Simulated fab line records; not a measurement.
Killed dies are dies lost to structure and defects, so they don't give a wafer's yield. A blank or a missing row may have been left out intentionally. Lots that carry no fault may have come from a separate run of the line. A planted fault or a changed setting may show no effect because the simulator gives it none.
2 desks, one fault ; flow gf180mcu ; numbers are kept per desk, each desk with only its own; the story behind them comes last

== FOR THE TOOL OWNER'S DESK: implanter-01 ==
For each lot that ran on this tool, the mean over its sampled wafers that have a number, from the tool's own readings at GF_LVPWELL_IMPLANT_08. A lot is out of limits, marked OUT, if its mean lies more than 4 standard deviations from the usual mean; the brackets give that distance.
Columns: A = dose_ions_cm2 at GF_LVPWELL_IMPLANT_08, usual 1.4996e+13; B = faraday_current_uA at GF_LVPWELL_IMPLANT_08, usual 84.7; C = tilt_deg at GF_LVPWELL_IMPLANT_08, usual -0.005 degrees
lot;first seen here;A;B;C
L774;day 4 01:02;1.5003e+13;85.1;0.008
L775;day 4 07:34;1.4989e+13;84.7;-0.007
L786;day 6 23:45;5.6605e+13 (+99 or more) OUT;321.9 (+99 or more) OUT;0.000
L787;day 7 04:45;5.6599e+13 (+99 or more) OUT;314.7 (+99 or more) OUT;0.002
This desk's finding: out of limits on L786, L787; first on L786, day 6 23:45 (dose_ions_cm2 at GF_LVPWELL_IMPLANT_08). L774, L775: within limits.

== METROLOGY DESK ==
What the gauges read, lot by lot, whatever tool the lot ran on: means of the sampled wafers that have a number. A lot is out of limits, marked OUT, if its mean lies more than 4 standard deviations from the usual mean; the brackets give that distance.
Columns: A = LVPWELL_TW at GF_LVPWELL_TW_MEAS_11, usual 557; B = LVPWELL_RS at GF_VT_IMPLANT_RS_MEAS_48, usual 1197 ohm/sq; C = cd_nm at GF_NSD_CD_MEAS_07, usual 400.6 nm; D = cd_nm at GF_PSD_CD_MEAS_07, usual 399.9 nm
lot;first seen here;A;B;C;D
L774;day 4 01:25;558;1195;399.6;403.3
L775;day 4 07:58;562;1198;400.9;401.3
L776;day 4 15:17;547;1194;399.0;397.1
L780;day 5 11:28;560;1196;400.2;397.1
L786;day 7 00:09;798 (+42) OUT;606 (-99 or more) OUT;399.2;399.4
L787;day 7 05:07;801 (+42) OUT;604 (-99 or more) OUT;401.5;396.8
L788;day 7 10:59;563;1199;397.0;397.0
L789;day 7 15:29;564;1194;397.1;399.9
L790;day 7 20:41;555;1195;398.1;403.2
L791;day 8 01:14;566;1198;401.3;400.7
L792;day 8 06:20;565;1198;404.0;399.0
L794;day 8 18:02;554;1199;399.6;401.5
This desk's finding: out of limits on L786, L787; first on L786, day 7 00:09 (LVPWELL_TW at GF_LVPWELL_TW_MEAS_11). L774, L775, L776, L780, L788, L789, L790, L791, L792, L794: within limits.

== ALL TOGETHER ==
The tool owner's desk could have raised an alarm at day 6 23:45, on L786, L787.
Metrology desk: alarm possible at day 7 00:09 on L786, L787.
The lots listed all ran GF_LVPWELL_IMPLANT_08 on implanter-01.

== WHAT THE SIMULATOR HAD PUT IN ==
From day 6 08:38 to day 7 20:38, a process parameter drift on implanter-01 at GF_LVPWELL_IMPLANT_08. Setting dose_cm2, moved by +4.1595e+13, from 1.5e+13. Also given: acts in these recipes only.
Lots struck among those shown: L786, L787.
Time in hours from fault onset to the first out-of-limits reading at each desk: tool owner's desk 15, metrology desk 16.
